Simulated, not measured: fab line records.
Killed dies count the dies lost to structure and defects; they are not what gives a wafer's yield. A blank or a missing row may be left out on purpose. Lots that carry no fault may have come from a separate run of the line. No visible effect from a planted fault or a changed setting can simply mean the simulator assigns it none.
What tool caused it? :: flow sky130 :: 14 lots, 42 wafers sampled, at 5 steps of a route of 708

WHAT EACH GAUGE READ, for each wafer
SKY_NWELL_OVL_MEAS_10. Usual: NWELL_00_OVL typically reads -1.7 nm, with standard deviation 1.2.
lot: L126
measured: day 4 12:53
on: overlay-02
NWELL_00_OVL (nm): -1.0 -1.2 -0.5
flag: 

lot: L127
measured: day 4 17:54
on: overlay-02
NWELL_00_OVL (nm): -2.8 -1.8 -2.5
flag: 

lot: L128
measured: day 5 00:01
on: overlay-02
NWELL_00_OVL (nm): -2.0 -0.5 0.3
flag: 

lot: L129
measured: day 5 04:29
on: overlay-01
NWELL_00_OVL (nm): -3.3 -2.0 -4.3
flag: 

lot: L132
measured: day 5 23:23
on: overlay-01
NWELL_00_OVL (nm): -1.1 -0.3 -1.0
flag: 

lot: L133
measured: day 6 07:03
on: overlay-02
NWELL_00_OVL (nm): -1.2 -0.9 0.8
flag: 

lot: L141
measured: day 8 17:23
on: overlay-01
NWELL_00_OVL (nm): -1.4 -0.3 -0.9
flag: 

lot: L142
measured: day 9 07:35
on: overlay-02
NWELL_00_OVL (nm): -1.9 -1.5 0.3
flag: 

lot: L143
measured: day 9 07:35
on: overlay-01
NWELL_00_OVL (nm): -2.0 -3.6 -1.3
flag: 

lot: L144
measured: day 9 16:39
on: overlay-01
NWELL_00_OVL (nm): -5.5 -4.2 -4.2
flag: 

lot: L145
measured: day 9 16:56
on: overlay-02
NWELL_00_OVL (nm): -1.1 -0.8 -1.9
flag: 

lot: L147
measured: day 10 03:20
on: overlay-02
NWELL_00_OVL (nm): -3.6 -3.4 -1.7
flag: 

lot: L149
measured: day 10 19:02
on: overlay-01
NWELL_00_OVL (nm): -1.9 -1.1 -1.9
flag: 

lot: L148
measured: day 10 20:12
on: overlay-02
NWELL_00_OVL (nm): -1.7 -2.0 -1.6
flag: 

SKY_VT_ADJUST_NCORE_TW_MEAS_11. Usual: VT_ADJUST_NCORE_TW typically reads 217.7, with standard deviation 1.1.
lot: L126
measured: day 8 06:45
on: filmMetro-04
VT_ADJUST_NCORE_TW: 219.8 218.8 219.0
flag: 

lot: L127
measured: day 8 12:36
on: filmMetro-04
VT_ADJUST_NCORE_TW: 219.6 218.1 218.7
flag: 

lot: L128
measured: day 8 18:40
on: filmMetro-04
VT_ADJUST_NCORE_TW: 216.6 219.4 219.0
flag: 

lot: L129
measured: day 9 01:23
on: filmMetro-02
VT_ADJUST_NCORE_TW: 218.5 218.1 218.1
flag: 

lot: L132
measured: day 9 23:56
on: filmMetro-04
VT_ADJUST_NCORE_TW: 216.5 217.1 216.7
flag: 

lot: L133
measured: day 10 11:03
on: filmMetro-03
VT_ADJUST_NCORE_TW: 219.0 219.6 219.4
flag: 

lot: L141
measured: day 13 14:15
on: filmMetro-02
VT_ADJUST_NCORE_TW: 218.9 217.1 217.1
flag: 

lot: L142
measured: day 14 08:23
on: filmMetro-03
VT_ADJUST_NCORE_TW: 216.8 218.6 216.8
flag: 

lot: L143
measured: day 14 08:35
on: filmMetro-04
VT_ADJUST_NCORE_TW: 219.0 220.2 219.0
flag: 

lot: L144
measured: day 14 19:48
on: filmMetro-03
VT_ADJUST_NCORE_TW: 216.4 216.0 216.6
flag: 

lot: L145
measured: day 14 21:29
on: filmMetro-02
VT_ADJUST_NCORE_TW: 217.4 217.5 217.6
flag: 

lot: L147
measured: day 15 08:47
on: filmMetro-02
VT_ADJUST_NCORE_TW: 216.8 217.6 217.7
flag: 

lot: L149
measured: day 16 04:50
on: filmMetro-02
VT_ADJUST_NCORE_TW: 219.7 219.4 218.9
flag: 

lot: L148
measured: day 16 06:58
on: filmMetro-03
VT_ADJUST_NCORE_TW: 216.5 217.6 217.0
flag: 

SKY_SONOS_ONO_THK_MEAS_03. Usual: SONOS_ONO_CVD_02_THK typically reads 10.45 nm, with standard deviation 0.2.
lot: L126
measured: day 11 06:07
on: filmMetro-04
SONOS_ONO_CVD_02_THK (nm): 10.60 10.39 10.53
flag: 

lot: L127
measured: day 11 12:06
on: filmMetro-03
SONOS_ONO_CVD_02_THK (nm): 10.34 10.49 10.51
flag: 

lot: L128
measured: day 11 18:10
on: filmMetro-03
SONOS_ONO_CVD_02_THK (nm): 10.58 10.40 10.53
flag: 

lot: L129
measured: day 12 00:55
on: filmMetro-03
SONOS_ONO_CVD_02_THK (nm): 10.29 10.31 10.28
flag: 

lot: L132
measured: day 13 03:43
on: filmMetro-04
SONOS_ONO_CVD_02_THK (nm): 11.90 11.72 11.66
flag: OFF

lot: L133
measured: day 13 16:33
on: filmMetro-04
SONOS_ONO_CVD_02_THK (nm): 12.05 11.96 12.08
flag: OFF

lot: L141
measured: day 17 04:10
on: filmMetro-04
SONOS_ONO_CVD_02_THK (nm): 10.43 10.47 10.41
flag: 

lot: L142
measured: day 18 08:20
on: filmMetro-03
SONOS_ONO_CVD_02_THK (nm): 10.70 10.78 10.74
flag: 

lot: L143
measured: day 18 08:20
on: filmMetro-02
SONOS_ONO_CVD_02_THK (nm): 10.49 10.53 10.53
flag: 

lot: L144
measured: day 18 17:02
on: filmMetro-02
SONOS_ONO_CVD_02_THK (nm): 10.93 10.85 10.87
flag: 

lot: L145
measured: day 18 21:04
on: filmMetro-04
SONOS_ONO_CVD_02_THK (nm): 10.65 10.50 10.54
flag: 

lot: L147
measured: day 19 04:19
on: filmMetro-04
SONOS_ONO_CVD_02_THK (nm): 10.52 10.59 10.67
flag: 

lot: L149
measured: day 20 01:05
on: filmMetro-02
SONOS_ONO_CVD_02_THK (nm): 10.57 10.54 10.54
flag: 

lot: L148
measured: day 20 03:51
on: filmMetro-02
SONOS_ONO_CVD_02_THK (nm): 10.60 10.49 10.52
flag: 

SKY_SONOS_ONO_THK_MEAS_05. Usual: SONOS_ONO_CVD_04_THK typically reads 5.67 nm, with standard deviation 0.12.
lot: L126
measured: day 11 07:26
on: filmMetro-04
SONOS_ONO_CVD_04_THK (nm): 5.69 5.61 5.67
flag: 

lot: L127
measured: day 11 13:25
on: filmMetro-02
SONOS_ONO_CVD_04_THK (nm): 5.75 5.78 5.74
flag: 

lot: L128
measured: day 11 19:28
on: filmMetro-04
SONOS_ONO_CVD_04_THK (nm): 5.64 5.58 5.62
flag: 

lot: L129
measured: day 12 02:13
on: filmMetro-04
SONOS_ONO_CVD_04_THK (nm): 5.71 5.63 5.66
flag: 

lot: L132
measured: day 13 05:01
on: filmMetro-02
SONOS_ONO_CVD_04_THK (nm): 5.64 5.77 5.54
flag: 

lot: L133
measured: day 13 17:52
on: filmMetro-03
SONOS_ONO_CVD_04_THK (nm): 6.04 5.86 5.93
flag: 

lot: L141
measured: day 17 06:05
on: filmMetro-04
SONOS_ONO_CVD_04_THK (nm): 5.73 5.66 5.65
flag: 

lot: L142
measured: day 18 09:39
on: filmMetro-04
SONOS_ONO_CVD_04_THK (nm): 5.64 5.56 5.62
flag: 

lot: L143
measured: day 18 09:39
on: filmMetro-02
SONOS_ONO_CVD_04_THK (nm): 5.60 5.69 5.56
flag: 

lot: L144
measured: day 18 18:20
on: filmMetro-03
SONOS_ONO_CVD_04_THK (nm): 5.69 5.80 5.69
flag: 

lot: L145
measured: day 18 22:22
on: filmMetro-04
SONOS_ONO_CVD_04_THK (nm): 5.64 5.70 5.80
flag: 

lot: L147
measured: day 19 05:38
on: filmMetro-04
SONOS_ONO_CVD_04_THK (nm): 5.66 5.61 5.77
flag: 

lot: L149
measured: day 20 02:24
on: filmMetro-03
SONOS_ONO_CVD_04_THK (nm): 5.59 5.47 5.58
flag: 

lot: L148
measured: day 20 05:10
on: filmMetro-03
SONOS_ONO_CVD_04_THK (nm): 5.71 5.51 5.50
flag: 

EACH LOT AND THE TOOL THAT RAN IT (in order: tool; ch and the chambers of the sampled wafers; start)
lot: L126
SKY_SONOS_ONO_CVD_02: lpcvd-02 ch 0, day 11 05:04

lot: L127
SKY_SONOS_ONO_CVD_02: lpcvd-02 ch 1, day 11 11:02

lot: L128
SKY_SONOS_ONO_CVD_02: lpcvd-02 ch 1, day 11 17:05

lot: L129
SKY_SONOS_ONO_CVD_02: lpcvd-02 ch 1, day 11 23:52

lot: L132
SKY_SONOS_ONO_CVD_02: lpcvd-02 ch 1, day 13 02:40

lot: L133
SKY_SONOS_ONO_CVD_02: lpcvd-02 ch 1, day 13 15:29

lot: L141
SKY_SONOS_ONO_CVD_02: lpcvd-02 ch 1, day 17 03:06

lot: L142
SKY_SONOS_ONO_CVD_02: lpcvd-02 ch 1, day 18 06:46

lot: L143
SKY_SONOS_ONO_CVD_02: lpcvd-02 ch 1, day 18 06:46

lot: L144
SKY_SONOS_ONO_CVD_02: lpcvd-02 ch 0, day 18 15:58

lot: L145
SKY_SONOS_ONO_CVD_02: lpcvd-02 ch 0, day 18 20:01

lot: L147
SKY_SONOS_ONO_CVD_02: lpcvd-02 ch 1, day 19 03:16

lot: L149
SKY_SONOS_ONO_CVD_02: lpcvd-02 ch 1, day 20 00:02

lot: L148
SKY_SONOS_ONO_CVD_02: lpcvd-02 ch 0, day 20 02:47
- SKY_SONOS_ONO_CVD_02: deposits Si3N4 from DCS/NH3, target thk 10.5 nm, time 180 s.

WHAT THE TOOLS THEMSELVES READ (means of the sampled wafers that have a number; where no wafer has one, the mark that the record gives instead)
The record holds no such reading with a usual standard deviation.

THE ANSWER, worked out from the rows above alone
Rule: take the mean of a lot's wafers that have a number; if it is more than 3 standard deviations from the usual mean, the lot is off. A lot without any number at a reading at which 4 lots or more have one is off too. All remaining lots with rows at the step are treated as sound. The gauges are gone through in route order, then the tools' own readings, and for those a lot's mean is taken as printed above. The first step at which some lot is off is used, and at that step the reading that is off furthest; a lot without a number counts as furthest.
Off: L132, L133, at SKY_SONOS_ONO_THK_MEAS_03 (SONOS_ONO_CVD_02_THK).
If a tool, at a process step before that reading, ran all the lots that are off and no sound lot after the first of them, it fits. Gauges at SKY_SONOS_ONO_THK_MEAS_03: tried the same way as those tools. None of those tried fits.

WHAT THE SIMULATOR HAD INSERTED
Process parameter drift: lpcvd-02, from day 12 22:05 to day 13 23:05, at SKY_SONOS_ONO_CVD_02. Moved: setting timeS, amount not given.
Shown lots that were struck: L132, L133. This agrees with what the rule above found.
